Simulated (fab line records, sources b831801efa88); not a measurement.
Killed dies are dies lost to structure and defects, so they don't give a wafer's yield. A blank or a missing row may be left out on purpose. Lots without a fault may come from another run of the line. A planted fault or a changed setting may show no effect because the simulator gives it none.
fab line records | flow sky130
record lots=6 wafers=18 last_day=50
route steps=708 shown POLY_GATE@236 LDD_N@237 PAD_OPEN@708
lots that met no fault: from a run of the same line without faults
start_h: hours from the record's first day to the start of the lot's first wafer shown | wait_h: hours since the lot's step before | " the same as in the row above | L1.1+2: a row that stands for several wafers | - no value, or no start given | * or withheld: withheld | < > ~ a bound
route shown NAME@n: a module of which the file shows steps, and the number in the route of the first | usual: mean/standard deviation of fault-free wafers | same: alike in all rows | chamber/n: place in a boat | sites: the reading at each site | _std_site: their standard deviation | _edge_site: outer sites' mean less inner sites' | radius_mm: how far each site lies from the wafer's centre | mask NAME#n: copy n | behind: the tool/chamber that last shaped the wafer | hold: why the lot was held/for how many hours/how that ended | device: the transistor (n, p or np) that didn't switch | end of line: the same wafers' tests at the end of the route | a step without rows: its recipe alone | killed: dies lost to structure and defects at the first sort, not the wafer's yield | map: a wafer's dies, x killed, . not, _ none there
set.NAME: the setting as run; set.NAME@STEP: as run at that earlier step | model.NAME: the simulator's own value behind a step, which no gauge read
lots at some steps of the route; a table a step, a row a wafer
services: from which hour (start_h, from the record's first day; less than 0 if before it) a tool's chamber was out of use, for how many hours, and why
## steps
# step SKY_POLY_GATE_CD_MEAS_22
# usual cd_nm=150.1/1.8
# columns lot.wafer tool chamber start_h wait_h cd_nm
L353.1 cd_sem-02 - 364.09 0.1 144.8
L353.3 " - " " 147.1
L353.6 " - " " 147.5
L364.1 cd_sem-01 - 493.28 0.1 150.0
L364.4 " - " " 147.8
L364.5 " - " " 149.3
L365.2 cd_sem-01 - 493.48 0.1 150.9
L365.4 " - " " 151.9
L365.6 " - " " 150.8
L367.1 cd_sem-01 - 499.20 0.1 149.7
L367.4 " - " " 149.6
L367.6 " - " " 150.8
L370.1 cd_sem-01 - 527.60 0.1 148.9
L370.3 " - " " 151.4
L370.6 " - " " 151.9
L375.1 cd_sem-02 - 566.81 0.1 153.2
L375.5 " - " " 150.6
L375.6 " - " " 149.9
# step SKY_LDD_N_DEHYDRATE_00
# recipe temp_c=200 time_s=60
# step SKY_LDD_N_HMDS_01
# recipe prime_time_s=60 prime_temp_c=120
# step SKY_LDD_N_COAT_02
# recipe resist=NOVOLAK spin_rpm=3000 resist_thk_nm=300
# step SKY_LDD_N_SOFTBAKE_03
# recipe temp_c=90 time_s=60 resist=NOVOLAK
# step SKY_LDD_N_EXPOSE_04
# recipe mask_id=NTM target_cd_nm=840 na=0.6 source_shape=conventional sigma_outer=0.6 dose_mj=110
# step SKY_LDD_N_PEB_05
# recipe temp_c=withheld time_s=* resist=NOVOLAK
# step SKY_LDD_N_DEVELOP_06
# recipe develop_time_s=60 dev_temp_c=23
# step SKY_LDD_N_OVL_MEAS_07
# usual LDD_N_OVL=-0.5/1.5
# columns lot.wafer tool chamber start_h wait_h LDD_N_OVL[nm]
L353.1 overlay-01 - 392.90 0.1 0.9
L353.3 " - " " -1.5
L353.6 " - " " -2.1
L364.1 overlay-01 - 523.45 0.1 -2.4
L364.4 " - " " -0.4
L364.5 " - " " 0.2
L365.2 overlay-01 - 524.10 0.1 1.5
L365.4 " - " " 1.5
L365.6 " - " " 1.7
L367.1 overlay-02 - 529.20 0.1 1.3
L367.4 " - " " -0.6
L367.6 " - " " 0.6
L370.1 overlay-02 - 557.40 0.1 1.8
L370.3 " - " " 2.0
L370.6 " - " " 1.7
L375.1 overlay-02 - 596.40 0.1 -0.2
L375.5 " - " " -0.1
L375.6 " - " " -0.4
# step SKY_LDD_N_IMPLANT_08
# recipe species=As energy_kev=20 dose_cm2=7.5e+13 tilt_deg=withheld rotation_deg=23
# step SKY_LDD_N_IMPLANT_09
# recipe species=As energy_kev=20 dose_cm2=7.5e+13 tilt_deg=withheld rotation_deg=113
# step SKY_LDD_N_IMPLANT_10
# recipe species=As energy_kev=20 dose_cm2=7.5e+13 tilt_deg=withheld rotation_deg=203
# step SKY_LDD_N_IMPLANT_11
# recipe species=As energy_kev=20 dose_cm2=7.5e+13 tilt_deg=withheld rotation_deg=293
# usual beam_energy_keV=19.999/0.0064
# same implant_ion_amu=75
# columns lot.wafer tool chamber start_h wait_h beam_energy_keV model.implant.rp_nm model.implant.drp_nm
L353.1 implanter-01 0 393.39 0.1 19.992 16.14 7.212
L353.3 " 0 " " 19.998 16.14 7.212
L353.6 " 0 " " 20.003 16.14 7.212
L364.1 implanter-04 0 523.94 0.1 19.996 15.49 7.212
L364.4 " 0 " " 19.995 15.49 7.212
L364.5 " 0 " " 20.001 15.49 7.212
L365.2 implanter-04 0 525.16 0.1 18.398 14.98 6.808
L365.4 " 0 " " 18.392 14.98 6.808
L365.6 " 0 " " 18.394 14.98 6.808
L367.1 implanter-04 0 529.69 0.1 18.397 14.26 6.808
L367.4 " 0 " " 18.396 14.26 6.808
L367.6 " 0 " " 18.392 14.26 6.808
L370.1 implanter-03 0 557.89 0.1 20.008 15.8 7.212
L370.3 " 0 " " 19.998 15.8 7.212
L370.6 " 0 " " 19.997 15.8 7.212
L375.1 implanter-03 0 596.89 0.1 19.992 15.37 7.212
L375.5 " 0 " " 19.993 15.37 7.212
L375.6 " 0 " " 19.996 15.37 7.212
# step SKY_LDD_N_IMPLANT_12
# recipe species=BF2 energy_kev=50 dose_cm2=5e+12 tilt_deg=30 rotation_deg=0
# step SKY_PAD_OPEN_PROBE_99
# usual killed_at_M0_to_M3=43/6.7 killed_at_M4_up=3.2/1.8 killed_at_contacts=25/5.2 killed_at_front_end=15/4.4 killed_at_other=0.2/0.4 killed_dies=87/9.3 killed_open=48/7.1 killed_short=39/6
# same gross_dies=492 killed_at_back_side=0
# columns lot.wafer tool chamber start_h wait_h killed_at_M0_to_M3 killed_at_M4_up killed_at_contacts killed_at_front_end killed_at_other killed_dies killed_open killed_short
L353.1 prober-01 - 1078.25 0.1 43 3 21 23 1 91 47 44
L353.3 prober-01 - 1078.35 0.2 28 2 28 18 0 76 48 28
L353.6 prober-01 - 1078.50 0.2 48 0 26 16 0 90 54 36
L365.2 prober-02 - 1155.41 0.1 54 1 30 13 0 98 58 40
L365.4 prober-02 - 1155.51 0.2 46 4 17 15 0 82 36 46
L365.6 prober-02 - 1155.61 0.2 42 1 22 18 0 83 41 42
L367.1 prober-01 - 1159.93 0.1 45 4 18 10 0 77 45 32
L367.4 prober-01 - 1160.08 0.2 33 2 25 15 1 76 38 38
L367.6 prober-01 - 1160.18 0.2 54 2 24 24 1 105 55 50
# killed by level:class
L353.1 VIA1:geometric_particle:open=9 VIA2:geometric_particle:open=7 POLY_GATE:geometric_particle:open=7 POLY_GATE:geometric_particle:short=7 METAL2:geometric_particle:short=7 LI_CONTACT:geometric_particle:open=6 CONTACT:geometric_particle:open=6 FIELD_ISO:geometric_particle:open=5
L353.3 LI_CONTACT:geometric_particle:open=10 CONTACT:geometric_particle:open=10 VIA1:geometric_particle:open=7 FIELD_ISO:geometric_particle:open=6 VIA2:geometric_particle:open=6 VIA3:geometric_particle:open=5 FIELD_ISO:geometric_particle:short=4 CONTACT:geometric_particle:short=4
L353.6 VIA1:geometric_particle:open=13 CONTACT:geometric_particle:open=10 VIA3:geometric_particle:open=7 FIELD_ISO:geometric_particle:open=6 LOCAL_INTERCONNECT:geometric_particle:short=6 FIELD_ISO:geometric_particle:short=5 LI_CONTACT:geometric_particle:open=5 VIA1:geometric_particle:short=5
L365.2 CONTACT:geometric_particle:open=16 VIA1:geometric_particle:open=12 VIA2:geometric_particle:open=9 VIA1:geometric_particle:short=7 VIA3:geometric_particle:open=7 METAL2:geometric_particle:short=6 METAL1:geometric_particle:short=5 POLY_GATE:geometric_particle:open=4
L365.4 METAL1:geometric_particle:short=11 VIA1:geometric_particle:open=9 CONTACT:geometric_particle:short=7 METAL2:geometric_particle:short=7 POLY_GATE:geometric_particle:open=6 LOCAL_INTERCONNECT:geometric_particle:short=5 VIA3:geometric_particle:open=5 VIA1:geometric_particle:short=4
L365.6 VIA1:geometric_particle:open=12 CONTACT:geometric_particle:open=9 VIA1:geometric_particle:short=9 FIELD_ISO:geometric_particle:short=6 METAL2:geometric_particle:short=6 FIELD_ISO:geometric_particle:open=4 POLY_GATE:geometric_particle:short=4 LI_CONTACT:geometric_particle:open=4
L367.1 VIA1:geometric_particle:open=8 METAL2:geometric_particle:short=8 VIA2:geometric_particle:open=7 CONTACT:geometric_particle:open=7 VIA3:geometric_particle:open=7 LI_CONTACT:geometric_particle:open=5 FIELD_ISO:geometric_particle:open=4 VIA1:geometric_particle:short=4
L367.4 CONTACT:geometric_particle:open=9 FIELD_ISO:geometric_particle:short=7 VIA2:geometric_particle:open=6 LI_CONTACT:geometric_particle:open=5 VIA1:geometric_particle:open=5 METAL2:geometric_particle:short=5 METAL1:geometric_particle:short=4 LI_CONTACT:geometric_particle:short=4
L367.6 FIELD_ISO:geometric_particle:open=10 METAL2:geometric_particle:short=10 VIA1:geometric_particle:open=10 CONTACT:geometric_particle:open=9 METAL1:geometric_particle:short=6 LI_CONTACT:geometric_particle:short=5 VIA2:geometric_particle:open=5 VIA3:geometric_particle:open=5
## services
# columns tool chamber start_h hours kind
implanter-04 - 371.76 2.8 repair
implanter-04 - 399.49 2.7 repair
implanter-03 - 406.04 3.6 pm
implanter-04 - 413.85 6.4 repair
implanter-01 - 419.73 4.5 pm
implanter-01 - 465.17 73.9 pm
implanter-03 - 488.34 6.5 pm
implanter-01 - 540.34 5.5 pm
implanter-01 - 551.15 106.0 repair
implanter-04 - 552.04 3.9 repair
implanter-03 - 571.60 5.9 repair
## key
first_sign step=SKY_LDD_N_IMPLANT_11 reading=beam_energy_keV direction=down sigmas=99+ usual=* struck=*
effect none on later readings
model_effect step=SKY_LDD_N_IMPLANT_11 value=implant.rp_nm without=15.53 struck=14.62
met_at SKY_LDD_N_IMPLANT_11
struck_wafers L365.2,L365.4,L365.6,L367.1,L367.4,L367.6
tester_left_out L365,L367
onset_between 523.94 525.16
fault kind=process_parameter_drift tool=implanter-04 chamber=- onset_h=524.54 steps=SKY_LDD_N_IMPLANT_11 channel=energy_kev offset=* shape=step end_h=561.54 acts_in=* stated=*
# tester_left_out: of these lots the tester's yield and bins aren't shown, on N5 and GAA mostly nor the transistor test; their killed dies are dies lost to structure and defects alone, not to doping, threshold or leakage, so they don't give the yield
